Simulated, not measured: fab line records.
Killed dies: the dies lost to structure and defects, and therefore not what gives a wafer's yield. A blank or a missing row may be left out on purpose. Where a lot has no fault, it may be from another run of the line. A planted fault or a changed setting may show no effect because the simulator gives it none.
Commonality check across tools / flow gf180mcu / Lots sampled 15, wafers sampled 45

## REASON IT WAS OPENED
3 of 15 lots carry a flag on the reading LVPWELL_TW at GF_LVPWELL_TW_MEAS_11. Fault-free wafers read 561, with a standard deviation of 6.1.
Rule: a lot gets a flag if all its wafers with a number sit over 4 standard deviations from that mean, or if no wafer of it has a number. The other lots count as sound.

lot=L181; measured=day 4 03:29; on=film metro-04; LVPWELL_TW, wafer by wafer=571 566 566; flag=
lot=L183; measured=day 4 15:42; on=film metro-04; LVPWELL_TW, wafer by wafer=568 565 567; flag=
lot=L184; measured=day 4 18:50; on=film metro-01; LVPWELL_TW, wafer by wafer=568 564 568; flag=
lot=L185; measured=day 5 00:47; on=film metro-01; LVPWELL_TW, wafer by wafer=560 564 561; flag=
lot=L187; measured=day 5 12:48; on=film metro-01; LVPWELL_TW, wafer by wafer=563 562 564; flag=
lot=L189; measured=day 5 23:48; on=film metro-04; LVPWELL_TW, wafer by wafer=570 574 572; flag=
lot=L191; measured=day 6 09:29; on=film metro-04; LVPWELL_TW, wafer by wafer=570 567 568; flag=
lot=L192; measured=day 6 16:33; on=film metro-02; LVPWELL_TW, wafer by wafer=556 558 556; flag=
lot=L193; measured=day 6 23:05; on=film metro-04; LVPWELL_TW, wafer by wafer=566 568 570; flag=
lot=L194; measured=day 7 04:23; on=film metro-01; LVPWELL_TW, wafer by wafer=30 30 30; flag=FLAGGED
lot=L195; measured=day 7 08:53; on=film metro-04; LVPWELL_TW, wafer by wafer=30 30 30; flag=FLAGGED
lot=L196; measured=day 7 14:41; on=film metro-01; LVPWELL_TW, wafer by wafer=30 30 30; flag=FLAGGED
lot=L198; measured=day 8 03:20; on=film metro-02; LVPWELL_TW, wafer by wafer=555 556 557; flag=
lot=L202; measured=day 9 02:02; on=film metro-02; LVPWELL_TW, wafer by wafer=551 548 551; flag=
lot=L203; measured=day 9 07:20; on=film metro-02; LVPWELL_TW, wafer by wafer=551 547 553; flag=
The mean of the flagged lots' numbers is 30, -531 from the usual (-87 standard deviations).

## LOT BY LOT: THE TOOL USED
Before the reading, the record contains 2 process steps out of a 602-step route. Read each cell as the tool, then ch plus the chambers that the sampled wafers visited, then the start.
lot=L181; flag=; GF_NWELL_STRIP_10=plasma asher-03 ch 0,1, day 3 13:59; GF_LVPWELL_STRIP_10=plasma asher-03 ch 0,1, day 4 03:23
lot=L183; flag=; GF_NWELL_STRIP_10=plasma asher-03 ch 0,1, day 4 01:50; GF_LVPWELL_STRIP_10=plasma asher-01 ch 0,1, day 4 15:35
lot=L184; flag=; GF_NWELL_STRIP_10=plasma asher-02 ch 0,1, day 4 04:20; GF_LVPWELL_STRIP_10=plasma asher-02 ch 1, day 4 18:44
lot=L185; flag=; GF_NWELL_STRIP_10=plasma asher-02 ch 0,1, day 4 10:47; GF_LVPWELL_STRIP_10=plasma asher-01 ch 0,1, day 5 00:41
lot=L187; flag=; GF_NWELL_STRIP_10=plasma asher-03 ch 0,1, day 4 21:44; GF_LVPWELL_STRIP_10=plasma asher-02 ch 0,1, day 5 12:41
lot=L189; flag=; GF_NWELL_STRIP_10=plasma asher-02 ch 0,1, day 5 09:14; GF_LVPWELL_STRIP_10=plasma asher-02 ch 0,1, day 5 23:41
lot=L191; flag=; GF_NWELL_STRIP_10=plasma asher-04 ch 0,1, day 5 19:00; GF_LVPWELL_STRIP_10=plasma asher-02 ch 0,1, day 6 09:23
lot=L192; flag=; GF_NWELL_STRIP_10=plasma asher-03 ch 0,1, day 6 01:57; GF_LVPWELL_STRIP_10=plasma asher-01 ch 0, day 6 16:26
lot=L193; flag=; GF_NWELL_STRIP_10=plasma asher-02 ch 0,1, day 6 07:18; GF_LVPWELL_STRIP_10=plasma asher-01 ch 0,1, day 6 22:59
lot=L194; flag=FLAGGED; GF_NWELL_STRIP_10=plasma asher-02 ch 0,1, day 6 12:26; GF_LVPWELL_STRIP_10=plasma asher-01 ch 1, day 7 04:17
lot=L195; flag=FLAGGED; GF_NWELL_STRIP_10=plasma asher-02 ch 0,1, day 6 17:23; GF_LVPWELL_STRIP_10=plasma asher-03 ch 0,1, day 7 08:47
lot=L196; flag=FLAGGED; GF_NWELL_STRIP_10=plasma asher-02 ch 0,1, day 6 22:50; GF_LVPWELL_STRIP_10=plasma asher-02 ch 0,1, day 7 14:35
lot=L198; flag=; GF_NWELL_STRIP_10=plasma asher-03 ch 0,1, day 7 10:50; GF_LVPWELL_STRIP_10=plasma asher-03 ch 0,1, day 8 03:14
lot=L202; flag=; GF_NWELL_STRIP_10=plasma asher-03 ch 0,1, day 8 08:26; GF_LVPWELL_STRIP_10=plasma asher-01 ch 0,1, day 9 01:56
lot=L203; flag=; GF_NWELL_STRIP_10=plasma asher-04 ch 0,1, day 8 14:29; GF_LVPWELL_STRIP_10=plasma asher-01 ch 0,1, day 9 07:14
These steps, and what they do:
- GF_NWELL_STRIP_10: strips in O2/N2.
- GF_LVPWELL_STRIP_10: strips in O2/N2.
- GF_LVPWELL_TW_MEAS_11

## FLAGGED AGAINST TOTAL, ONE TOOL AT A TIME (gauges that did the reading follow at the end)
step=GF_NWELL_STRIP_10; tool=plasma asher-02; lots run=7; flagged=3; share of the flagged lots=all; sound lots run after its first flagged lot=0
step=GF_NWELL_STRIP_10; tool=plasma asher-03; lots run=6; flagged=0; share of the flagged lots=none; sound lots run after its first flagged lot=-
step=GF_NWELL_STRIP_10; tool=plasma asher-04; lots run=2; flagged=0; share of the flagged lots=none; sound lots run after its first flagged lot=-
step=GF_LVPWELL_STRIP_10; tool=plasma asher-01; lots run=7; flagged=1; share of the flagged lots=some; sound lots run after its first flagged lot=2 (L202,L203)
step=GF_LVPWELL_STRIP_10; tool=plasma asher-02; lots run=5; flagged=1; share of the flagged lots=some; sound lots run after its first flagged lot=0
step=GF_LVPWELL_STRIP_10; tool=plasma asher-03; lots run=3; flagged=1; share of the flagged lots=some; sound lots run after its first flagged lot=1 (L198)
step=GF_LVPWELL_TW_MEAS_11; tool=film metro-01; lots run=5; flagged=2; share of the flagged lots=some; sound lots run after its first flagged lot=0
step=GF_LVPWELL_TW_MEAS_11; tool=film metro-02; lots run=4; flagged=0; share of the flagged lots=none; sound lots run after its first flagged lot=-
step=GF_LVPWELL_TW_MEAS_11; tool=film metro-04; lots run=6; flagged=1; share of the flagged lots=some; sound lots run after its first flagged lot=0

## THE TABLE: WHAT IT ALLOWS
1 row of the table ran every flagged lot: plasma asher-02 at GF_NWELL_STRIP_10.
- plasma asher-02 at GF_NWELL_STRIP_10 ran 7 lots, 3 of them flagged. It ran its last sound lot, L193, at day 6 07:18 and its first flagged lot, L194, at day 6 12:26: a fault with its onset between the two fits. On the flagged lots its readings are blank where sound lots have values: chamber pressure mTorr, drypump motor current A, heater power w, oes product au and 1 more.
One tool is left: plasma asher-02 at GF_NWELL_STRIP_10.

## WHAT THE SIMULATOR PUT IN
Step skipped in full: plasma asher-02, at GF_NWELL_STRIP_10, from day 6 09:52 onward. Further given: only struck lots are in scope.
Shown lots that were struck: L194, L195, L196. Same finding as the rule above.
